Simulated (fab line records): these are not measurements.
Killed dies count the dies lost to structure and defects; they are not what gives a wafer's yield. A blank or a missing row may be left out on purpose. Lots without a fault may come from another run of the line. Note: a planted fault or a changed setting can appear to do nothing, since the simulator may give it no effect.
fab line records | flow sky130
record: lots: 6 wafers: 17 last-day: 50
route steps=708 shown METAL1@452 VIA1@458 PAD_OPEN@708
lots untouched by any fault: they come from a run of this same line in which no faults occurred
start-h: hours from the record's opening day to when the first of the lot's shown wafers began | wait-h: hours since the lot's step before | " identical to the entry in the row above | L1.1+2: several wafers, shown together as one row | - no value present, or no start provided | * or withheld: withheld | < > ~ a bound
route shown NAME@n: a module of which the file shows steps, and the number in the route of the first | usual: mean and standard deviation over wafers with no fault | same: alike in all rows | chamber/n: place in a boat | sites: readings site by site | _std_site: their standard deviation | _edge_site: inner sites' mean taken away from outer sites' mean | radius-mm: how far each site lies from the wafer's centre | mask NAME#n: copy n | behind: the last tool/chamber to shape the wafer | hold: cause of the lot's hold/its duration in hours/its outcome | device: the n, p or np transistor that did not switch | end of line: tests of these same wafers at the route's end | step lacking rows: just its recipe | killed: at the first sort, the dies lost to defects and structure; wafer yield is something else | map: the dies of a wafer, with x for killed, . for not killed, _ for no die there
set.NAME: the run value of the setting; set.NAME@STEP: its run value at that earlier step | model.NAME: the simulator's own value behind a step, which no gauge read
lots at some steps of the route; a table a step, a row a wafer
services: from which hour (start-h, from the record's first day; less than 0 if before it) a tool's chamber was out of use, for how many hours, and why
== steps ==
step: SKY_METAL1_ETCH_18
recipe: chemistry: N2/H2 target: BARC ion-energy-ev: 200 bias-w: 100 pressure-mtorr: 30 n2-flow-sccm: 100 h2-flow-sccm: 200 icp-w: 500 stop-on: SiO2 time-s: 45.9 target-depth-a: 600
usual: drypump-motor-current-A: 6.01/0.21 h2-flow-sccm: 199.9/0.58 oes-product-au: 0.854/0.0047 throttle-valve-pct: 13.224/0.0094
same: time-s: 45.9
columns lot.wafer tool chamber start-h wait-h drypump-motor-current-A h2-flow-sccm oes-product-au rf-hours-counter-h throttle-valve-pct
L630.1 rie-metal-03 1 853.44 0.0 6.38 200.2 0.848 16 13.211
L630.2 " 0 " " 5.85 200.0 0.857 0 13.213
L630.4 " 0 " " 5.86 199.5 0.845 - 13.245
L629.1 rie-metal-03 0 855.31 0.1 5.84 200.6 0.858 1 13.222
L629.5 " 0 " " 5.85 200.0 0.855 - 13.225
L629.6 " 0 " " 5.85 200.9 0.846 - 13.222
L635.1 rie-metal-03 0 885.64 0.0 5.86 199.6 0.863 2 13.226
L635.5 " 1 " " 6.37 199.3 0.858 - 13.224
L635.6 " 0 " " 5.85 200.1 0.857 - 13.225
L633.3 rie-metal-01 0 888.48 0.1 6.00 200.1 0.862 - 13.226
L633.4 " 0 " " 6.02 199.5 0.858 - 13.230
L633.5 " 0 " " 6.00 200.3 0.851 - 13.223
L641.1 rie-metal-01 1 914.64 0.0 5.97 199.3 0.853 3 13.223
L641.3 " 1 " " 5.96 200.7 0.851 - 13.232
L644.3 rie-metal-03 0 934.61 0.0 5.84 199.5 0.850 - 13.214
L644.4 " 1 " " 6.41 199.0 0.856 - 13.218
L644.5 " 1 " " 6.40 199.4 0.851 - 13.222
step: SKY_METAL1_METAL_ETCH_19
recipe: target-depth-a: 3600 stop-on: SiO2 over-etch-frac: 0.3 time-s: 78 chemistry: Cl2/BCl3 resist-sidewall-deg: 88 pressure-mtorr: 10 icp-w: 900 bias-w: 48.5 Cl2_flow_sccm: 60 bcl3-flow-sccm: 30
usual: drypump-motor-current-A: 6.00/0.21 oes-product-au: 0.855/0.0054 throttle-valve-pct: 22.265/0.0082
same: time-s: 78
columns lot.wafer tool chamber start-h wait-h drypump-motor-current-A oes-product-au rf-hours-counter-h throttle-valve-pct
L630.1 rie-metal-03 1 853.50 0.0 6.43 0.853 16 22.278
L630.2 " 0 " " 5.83 0.854 0 22.265
L630.4 " 0 " " 5.85 0.853 - 22.262
L629.1 rie-metal-03 0 855.44 0.1 5.84 0.858 1 22.271
L629.5 " 0 " " 5.85 0.865 - 22.264
L629.6 " 0 " " 5.82 0.852 - 22.262
L635.1 rie-metal-03 0 885.70 0.0 5.82 0.853 2 22.282
L635.5 " 1 " " 6.40 0.862 - 22.248
L635.6 " 0 " " 5.84 0.863 - 22.258
L633.3 rie-metal-01 0 888.62 0.1 5.97 0.854 - 22.266
L633.4 " 0 " " 6.02 0.853 - 22.275
L633.5 " 0 " " 5.99 0.853 - 22.262
L641.1 rie-metal-01 1 914.70 0.0 5.96 0.859 4 22.270
L641.3 " 1 " " 5.98 0.858 - 22.263
L644.3 rie-metal-03 0 934.68 0.1 5.83 0.853 - 22.261
L644.4 " 1 " " 6.40 0.854 - 22.256
L644.5 " 1 " " 6.39 0.858 - 22.266
step: SKY_METAL1_STRIP_20
recipe: chemistry: O2/N2 power-w: 1400 pressure-mtorr: 1500 platen-temp-c: withheld o2-flow-sccm: 3000 n2-flow-sccm: 300 overash-fraction: 0.5
usual: drypump-motor-current-A: 5.6/0.52 oes-product-au: 0.344/0.0047 strip-time-to-endpoint-s: 2.72/0.035
columns lot.wafer tool chamber start-h wait-h drypump-motor-current-A oes-product-au rf-hours-counter-h strip-time-to-endpoint-s
L630.1 plasma-asher-01 0 853.59 0.1 5.3 0.336 42 2.72
L630.2 " 1 " " 6.2 0.348 42 2.73
L630.4 " 1 " " 6.2 0.341 - 2.71
L629.1 plasma-asher-01 0 855.62 0.1 5.3 0.339 42 2.70
L629.5 " 0 " " 5.3 0.348 - 2.68
L629.6 " 1 " " 6.2 0.345 - 2.72
L635.1 plasma-asher-04 1 885.79 0.1 6.0 0.346 15 2.73
L635.5 " 0 " " 5.2 0.336 - 2.68
L635.6 " 1 " " 6.0 0.340 - 2.72
L633.3 plasma-asher-04 1 888.78 0.1 6.0 0.342 - 2.72
L633.4 " 0 " " 5.2 0.344 - 2.75
L633.5 " 0 " " 5.2 0.339 - 2.75
L641.1 plasma-asher-01 1 914.79 0.1 6.2 0.349 48 2.67
L641.3 " 1 " " 6.2 0.342 - 2.68
L644.3 plasma-asher-01 1 934.78 0.1 6.2 0.343 - 2.76
L644.4 " 0 " " 5.3 0.334 - 2.66
L644.5 " 1 " " 6.2 0.349 - 2.68
step: SKY_METAL1_STRIP_21
recipe: chemistry: post-etch-residue-remover time-s: 1200 temp-c: 72.5
step: SKY_METAL1_CLEAN_22
recipe: chemistry: IPA time-s: 180 temp-c: 25
step: SKY_METAL1_CLEAN_23
recipe: chemistry: O3/DIW dry: n2-spin
step: SKY_VIA1_HDPCVD_00
recipe: material: SiO2 target-thk-nm: 1030 sigma-open-frac: 0.3 time-s: 171.7 temp-c: 400 sih4-flow-sccm: 60 pressure-mtorr: 6
step: SKY_VIA1_THK_MEAS_01
recipe: reads: SiO2_of_VIA1_HDPCVD_00
usual: VIA1_HDPCVD_THK: 1026/11
columns lot.wafer tool chamber start-h wait-h VIA1_HDPCVD_THK[nm]
L630.1 film-metro-03 - 854.43 0.1 1023
L630.2 " - " " 1027
L630.4 " - " " 1035
L629.1 film-metro-02 - 856.34 0.1 1019
L629.5 " - " " 1007
L629.6 " - " " 1027
L635.1 film-metro-02 - 886.50 0.1 1025
L635.5 " - " " 1038
L635.6 " - " " 1031
L633.3 film-metro-02 - 889.48 0.1 1039
L633.4 " - " " 1030
L633.5 " - " " 1026
L641.1 film-metro-02 - 915.50 0.1 1018
L641.3 " - " " 1018
L644.3 film-metro-02 - 935.47 0.1 1008
L644.4 " - " " 1002
L644.5 " - " " 996
step: SKY_VIA1_CMP_02
recipe: material: SiO2 down-force-psi: 4 platen-rpm: 60 pad-velocity-m-s: 0.94248
usual: motor-current-A: 11.9/1.8
columns lot.wafer tool chamber start-h wait-h motor-current-A
L630.4 cmp-02 3 854.54 0.1 12.3
L630.1 " 0 " " 11.4
L630.2 " 1 " " 11.1
L629.1 cmp-02 2 856.55 0.2 13.5
L629.6 " 3 " " 12.1
L629.5 " 0 " " 11.6
L635.1 cmp-02 2 886.66 0.1 15.3
L635.5 " 0 " " 12.0
L635.6 " 1 " " 10.9
L633.4 cmp-02 1 889.57 0.1 10.9
L633.3 " 3 " " 12.3
L633.5 " 0 " " 11.8
L641.3 cmp-02 1 915.62 0.1 11.0
L641.1 " 2 " " 15.3
L644.3 cmp-01 0 935.56 0.1 9.2
L644.4 " 2 " " 12.0
L644.5 " 3 " " 10.8
step: SKY_VIA1_BOW_MEAS_03
recipe: mode: bow
usual: VIA1_BOW: 80/7.5
columns lot.wafer tool chamber start-h wait-h VIA1_BOW[um]
L630.1 film-metro-01 - 854.79 0.1 83
L630.2 " - " " 79
L630.4 " - " " 89
L629.1 film-metro-01 - 856.70 0.1 84
L629.5 " - " " 71
L629.6 " - " " 76
L635.1 film-metro-03 - 886.86 0.1 82
L635.5 " - " " 83
L635.6 " - " " 69
L633.3 film-metro-01 - 889.86 0.1 84
L633.4 " - " " 84
L633.5 " - " " 77
L641.1 film-metro-01 - 915.87 0.1 70
L641.3 " - " " 74
L644.3 film-metro-03 - 935.85 0.2 94
L644.4 " - " " 88
L644.5 " - " " 77
step: SKY_VIA1_DEHYDRATE_04
recipe: temp-c: 200 time-s: 60
step: SKY_VIA1_HMDS_05
recipe: prime-time-s: 60 prime-temp-c: 120
step: SKY_VIA1_COAT_06
recipe: resist: BARC temp-c: withheld time-s: withheld spin-rpm: 3000 resist-thk-nm: 60
usual: chill-plate-temp-C: *
columns lot.wafer tool chamber start-h wait-h chill-plate-temp-C
L630.1 litho-track-04 0 868.05 0.1 *
L630.2 " 0 " " *
L630.4 " 0 " " *
L629.1 litho-track-01 0 869.50 0.1 *
L629.5 " 0 " " *
L629.6 " 0 " " *
L635.1 litho-track-04 0 899.95 0.1 *
L635.5 " 0 " " *
L635.6 " 0 " " *
L633.3 litho-track-04 0 902.20 0.1 *
L633.4 " 0 " " *
L633.5 " 0 " " *
L641.1 litho-track-04 0 927.80 0.1 *
L641.3 " 0 " " *
L644.3 litho-track-03 0 947.89 0.1 *
L644.4 " 0 " " *
L644.5 " 0 " " *
step: SKY_VIA1_COAT_07
recipe: resist: KrF-thick spin-rpm: 3000 resist-thk-nm: 450
step: SKY_VIA1_SOFTBAKE_08
recipe: temp-c: 100 time-s: 90 resist: KrF-thick
step: SKY_VIA1_EXPOSE_09
recipe: mask-id: VIM na: 0.8 source-shape: annular sigma-inner: 0.55 sigma-outer: 0.85 target-cd-nm: 150 dose-mj: 38
step: SKY_VIA1_PEB_10
recipe: peb-temp-c: withheld peb-time-s: withheld resist: KrF-thick
step: SKY_VIA1_DEVELOP_11
recipe: develop-time-s: 60 resist: KrF-thick dev-temp-c: 21
step: SKY_VIA1_CD_MEAS_12
recipe: target-cd-nm: 150
usual: cd-nm: 149.0/1.7
columns lot.wafer tool chamber start-h wait-h cd-nm
L630.1 cd-sem-01 - 881.15 - 152.4
L630.2 " - " " 149.9
L630.4 " - " " 149.9
L629.1 cd-sem-01 - 882.31 - 146.3
L629.5 " - " " 145.8
L629.6 " - " " 146.4
L635.1 cd-sem-02 - 912.00 - 151.0
L635.5 " - " " 150.6
L635.6 " - " " 151.3
L633.3 cd-sem-01 - 914.14 - 149.1
L633.4 " - " " 148.9
L633.5 " - " " 150.7
L641.1 cd-sem-02 - 939.95 - 146.5
L641.3 " - " " 147.3
L644.3 cd-sem-01 - 960.14 - 145.3
L644.4 " - " " 145.0
L644.5 " - " " 145.3
step: SKY_VIA1_OVL_MEAS_13
usual: VIA1_OVL: 0/5.1
columns lot.wafer tool chamber start-h wait-h VIA1_OVL[nm]
L630.1 overlay-02 - 881.27 0.1 -3
L630.2 " - " " -2
L630.4 " - " " -1
L629.1 overlay-01 - 882.43 0.1 -1
L629.5 " - " " 6
L629.6 " - " " -6
L635.1 overlay-02 - 912.12 0.1 -7
L635.5 " - " " 4
L635.6 " - " " 3
L633.3 overlay-01 - 914.23 0.1 -10
L633.4 " - " " 1
L633.5 " - " " -1
L641.1 overlay-01 - 940.07 0.1 2
L641.3 " - " " 3
L644.3 overlay-02 - 960.23 0.1 1
L644.4 " - " " 0
L644.5 " - " " 1
step: SKY_VIA1_ETCH_14
recipe: chemistry: N2/H2 target: BARC ion-energy-ev: 200 source-w: 500 bias-w: 100 pressure-mtorr: 30 n2-flow-sccm: 100 h2-flow-sccm: 200 stop-on: SiO2 time-s: 45.9 target-depth-a: 600
usual: drypump-motor-current-A: 5.8/0.48 h2-flow-sccm: 199.9/0.56 oes-product-au: 0.855/0.0042 throttle-valve-pct: 13.224/0.009
same: time-s: 45.9
columns lot.wafer tool chamber start-h wait-h drypump-motor-current-A h2-flow-sccm oes-product-au rf-hours-counter-h throttle-valve-pct model.etch.depth-nm
L630.1 rie-diel-02 3 881.31 0.0 6.5 200.0 0.856 7 13.225 59.92
L630.2 " 0 " " 5.2 199.8 0.851 7 13.212 59.95
L630.4 " 1 " " 6.3 199.4 0.858 7 13.223 59.8
L629.1 rie-diel-04 3 882.47 0.0 5.5 200.5 0.855 7 13.225 60.05
L629.5 " 1 " " 5.7 199.8 0.853 - 13.234 59.88
L629.6 " 0 " " 5.2 200.9 0.851 - 13.229 60
L635.1 rie-diel-01 1 912.15 0.0 5.3 200.6 0.859 9 13.223 60.04
L635.5 " 2 " " 5.5 200.1 0.860 - 13.232 60.11
L635.6 " 1 " " 5.3 200.2 0.853 - 13.204 60.17
L633.3 rie-diel-02 2 914.25 0.0 5.8 199.1 0.856 6 13.224 60.93
L633.4 " 3 " " 6.5 199.7 0.858 8 13.213 59.95
L633.5 " 3 " " 6.5 199.6 0.849 - 13.211 60.11
L641.1 rie-diel-02 0 940.11 0.0 5.2 200.4 0.865 9 13.222 60.78
L641.3 " 3 " " 6.5 201.1 0.864 8 13.232 60.97
L644.3 rie-diel-02 2 960.26 0.0 5.8 199.6 0.851 7 13.213 59.73
L644.4 " 1 " " 6.3 199.5 0.856 9 13.205 59.75
L644.5 " 3 " " 6.4 200.7 0.860 - 13.244 59.94
step: SKY_VIA1_ETCH_15
recipe: target: SiO2 chemistry: C4F8/O2/Ar target-depth-nm: 351 stop-on: TiN mask-material: KrF-thick source-w: 1500 bias-w: 1200 pressure-mtorr: 40 c4f8-flow-sccm: withheld O2_flow_sccm: 6 Ar_flow_sccm: 300 time-s: 54
usual: oes-product-au: 0.981/0.0055
same: time-s: 54
columns lot.wafer tool chamber start-h wait-h oes-product-au rf-hours-counter-h
L630.1 rie-diel-02 3 881.35 0.0 0.981 7
L630.2 " 0 " " 0.981 7
L630.4 " 1 " " 0.980 7
L629.1 rie-diel-04 3 882.51 0.0 0.988 7
L629.5 " 1 " " 0.991 -
L629.6 " 0 " " 0.989 -
L635.1 rie-diel-01 1 912.19 0.0 0.973 9
L635.5 " 2 " " 0.985 -
L635.6 " 1 " " 0.985 -
L633.3 rie-diel-02 2 914.29 0.0 0.979 6
L633.4 " 3 " " 0.980 8
L633.5 " 3 " " 0.982 -
L641.1 rie-diel-02 0 940.15 0.0 0.979 9
L641.3 " 3 " " 0.970 8
L644.3 rie-diel-02 2 960.30 0.0 0.998 7
L644.4 " 1 " " 0.980 9
L644.5 " 3 " " 0.989 -
step: SKY_PAD_OPEN_PROBE_99
usual: defect-limited-yield: 82.3/1.8 killed_at_M0_to_M3: 44/6.9 killed_at_M4_up: 3.3/1.7 killed-at-contacts: 24/5.5 killed-at-front-end: 16/4.5 killed-at-other: 0.2/0.46 killed-dies: 87/9.1 killed-open: 48/7.3 killed-short: 39/6.2 sort_bin_3_pad_short: 0.9/0.4 sort_bin_5_function: 10.4/1.5 sort_bin_6_memory: 6.4/1.2 sort-n-pass: 405/9.1 sort-yield-pct: 82.3/1.8
same: gross-dies: 492 killed-at-back-side: 0 sort_bin_4_leakage[%]: 0 sort_bin_8_speed[%]: 0
columns lot.wafer tool chamber start-h wait-h defect-limited-yield[%] killed_at_M0_to_M3 killed_at_M4_up killed-at-contacts killed-at-front-end killed-at-other killed-dies killed-open killed-short sort_bin_3_pad_short[%] sort_bin_5_function[%] sort_bin_6_memory[%] sort-n-pass sort-yield-pct[%]
L630.1 prober-01 - 1145.64 0.1 83.1 38 5 28 12 0 83 51 32 0.8 9.6 6.5 409 83.1
L629.1 prober-02 - 1146.15 0.1 82.5 43 4 27 11 1 86 50 36 0.2 11.4 5.9 406 82.5
L629.5 prober-02 - 1146.35 0.2 82.3 45 3 19 20 0 87 46 41 1.0 10.8 5.9 405 82.3
L629.6 prober-02 - 1146.40 0.2 82.7 50 4 22 9 0 85 49 36 1.2 10.4 5.7 407 82.7
L635.1 prober-02 - 1168.26 0.1 82.1 39 3 28 18 0 88 56 32 0.4 11.4 6.1 404 82.1
L635.5 prober-02 - 1168.46 0.2 82.7 36 5 28 16 0 85 46 39 0.6 9.3 7.3 407 82.7
L635.6 prober-02 - 1168.51 0.2 79.9 46 3 34 14 2 99 57 42 0.8 11.6 7.7 393 79.9
L633.3 prober-02 - 1170.03 0.2 84.1 41 2 16 19 0 78 39 39 1.0 9.6 5.3 414 84.1
L633.4 prober-02 - 1170.08 0.2 81.1 52 4 23 14 0 93 57 36 1.0 10.4 7.5 399 81.1
L633.5 prober-02 - 1170.13 0.2 81.1 44 3 35 11 0 93 45 48 0 10.4 8.5 399 81.1
L641.1 prober-01 - 1186.37 0.1 83.1 46 4 16 17 0 83 46 37 0.8 12.0 4.1 409 83.1
L641.3 prober-01 - 1186.47 0.2 81.7 37 4 30 19 0 90 48 39 1.0 10.8 6.5 402 81.7
killed by level:class
L630.1 CONTACT:geometric-particle:open=14 VIA1:geometric-particle:open=12 VIA2:geometric-particle:open=7 CONTACT:geometric-particle:short=5 LI_CONTACT:geometric-particle:open=5 VIA3:geometric-particle:open=5 POLY_GATE:geometric-particle:short=4 METAL4:geometric-particle:short=4
L629.1 CONTACT:geometric-particle:open=12 VIA1:geometric-particle:open=12 LI_CONTACT:geometric-particle:open=7 VIA3:geometric-particle:short=7 VIA3:geometric-particle:open=6 FIELD_ISO:geometric-particle:short=5 METAL1:geometric-particle:short=5 VIA2:geometric-particle:open=4
L629.5 VIA1:geometric-particle:open=13 FIELD_ISO:geometric-particle:short=6 LOCAL_INTERCONNECT:geometric-particle:short=6 CONTACT:geometric-particle:open=6 VIA2:geometric-particle:open=6 VIA3:geometric-particle:open=6 FIELD_ISO:geometric-particle:open=5 METAL1:geometric-particle:short=5
L629.6 VIA1:geometric-particle:open=15 CONTACT:geometric-particle:open=8 METAL1:geometric-particle:short=6 VIA3:geometric-particle:open=6 VIA2:geometric-particle:open=6 LOCAL_INTERCONNECT:geometric-particle:short=5 METAL2:geometric-particle:short=5 LI_CONTACT:geometric-particle:open=4
L635.1 CONTACT:geometric-particle:open=11 VIA1:geometric-particle:open=11 LI_CONTACT:geometric-particle:open=9 METAL1:geometric-particle:short=7 FIELD_ISO:geometric-particle:open=5 VIA2:geometric-particle:open=5 VIA3:geometric-particle:open=5 POLY_GATE:geometric-particle:open=4
L635.5 VIA1:geometric-particle:open=13 CONTACT:geometric-particle:open=10 LI_CONTACT:geometric-particle:open=7 CONTACT:geometric-particle:short=7 POLY_GATE:geometric-particle:short=6 VIA3:geometric-particle:open=5 VIA3:geometric-particle:short=4 METAL4:geometric-particle:short=4
L635.6 VIA1:geometric-particle:open=15 LI_CONTACT:geometric-particle:open=9 CONTACT:geometric-particle:open=7 VIA2:geometric-particle:open=7 CONTACT:geometric-particle:short=6 LI_CONTACT:geometric-particle:short=6 METAL1:geometric-particle:open=5 FIELD_ISO:geometric-particle:short=4
L633.3 VIA1:geometric-particle:open=10 VIA3:geometric-particle:open=7 VIA3:geometric-particle:short=6 CONTACT:geometric-particle:short=6 FIELD_ISO:geometric-particle:open=5 POLY_GATE:geometric-particle:short=5 CONTACT:geometric-particle:open=5 FIELD_ISO:geometric-particle:short=4
L633.4 CONTACT:geometric-particle:open=9 VIA1:geometric-particle:open=9 VIA3:geometric-particle:open=7 METAL2:geometric-particle:short=7 VIA1:geometric-particle:short=6 VIA2:geometric-particle:open=6 LI_CONTACT:geometric-particle:open=5 FIELD_ISO:geometric-particle:open=4
L633.5 CONTACT:geometric-particle:open=12 LI_CONTACT:geometric-particle:open=9 VIA1:geometric-particle:short=8 VIA2:geometric-particle:open=6 LOCAL_INTERCONNECT:geometric-particle:short=6 VIA1:geometric-particle:open=6 POLY_GATE:geometric-particle:short=5 VIA2:geometric-particle:short=5
L641.1 VIA1:geometric-particle:open=14 POLY_GATE:geometric-particle:open=7 METAL1:geometric-particle:short=7 CONTACT:geometric-particle:open=6 METAL2:geometric-particle:short=6 FIELD_ISO:geometric-particle:open=5 VIA1:geometric-particle:short=4 VIA2:geometric-particle:open=4
L641.3 CONTACT:geometric-particle:open=11 LI_CONTACT:geometric-particle:open=9 VIA1:geometric-particle:open=8 POLY_GATE:geometric-particle:short=7 VIA1:geometric-particle:short=5 CONTACT:geometric-particle:short=5 VIA3:geometric-particle:open=5 VIA3:geometric-particle:short=5
== services ==
columns tool chamber start-h hours kind
cmp-02 - 829.58 0.8 repair
cmp-01 - 837.63 7.8 pm
rie-metal-01 1 838.27 71.5 repair
rie-metal-03 1 853.60 - clean
rie-metal-03 1 853.60 16.2 scheduled-down
rie-metal-03 1 853.60 16.2 vent-cycle
rie-diel-01 3 865.09 3.4 repair
cmp-01 - 874.58 1.3 repair
plasma-asher-04 - 883.22 0.8 repair
cmp-01 - 912.00 4.0 pm
cmp-01 - 916.00 - consumable-replace:conditioner
cmp-01 - 916.00 - consumable-replace:pad
cmp-02 - 927.84 27.9 repair
litho-track-03 - 941.88 - consumable-replace:filter
rie-diel-04 3 946.87 6.0 repair
rie-diel-02 3 947.82 7.6 repair
rie-diel-04 0 951.33 2.6 repair
rie-diel-01 0 958.66 5.5 repair
== key ==
first-sign none at tools or gauges
model-effect: step: SKY_VIA1_ETCH_14 value: etch.depth-nm without: 60.02 struck: 60.89
met-at SKY_VIA1_COAT_06
struck-wafers L633.3,L641.1,L641.3
onset-between 899.95 902.20
fault: kind: process-parameter-drift tool: litho-track-04 chamber: - onset-h: 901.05 steps: SKY_VIA1_COAT_06 channel: resist-thk-nm offset: 0.8781 shape: step end-h: 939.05 scope: struck-wafers-only acts-in: these-recipes-only stated: 60
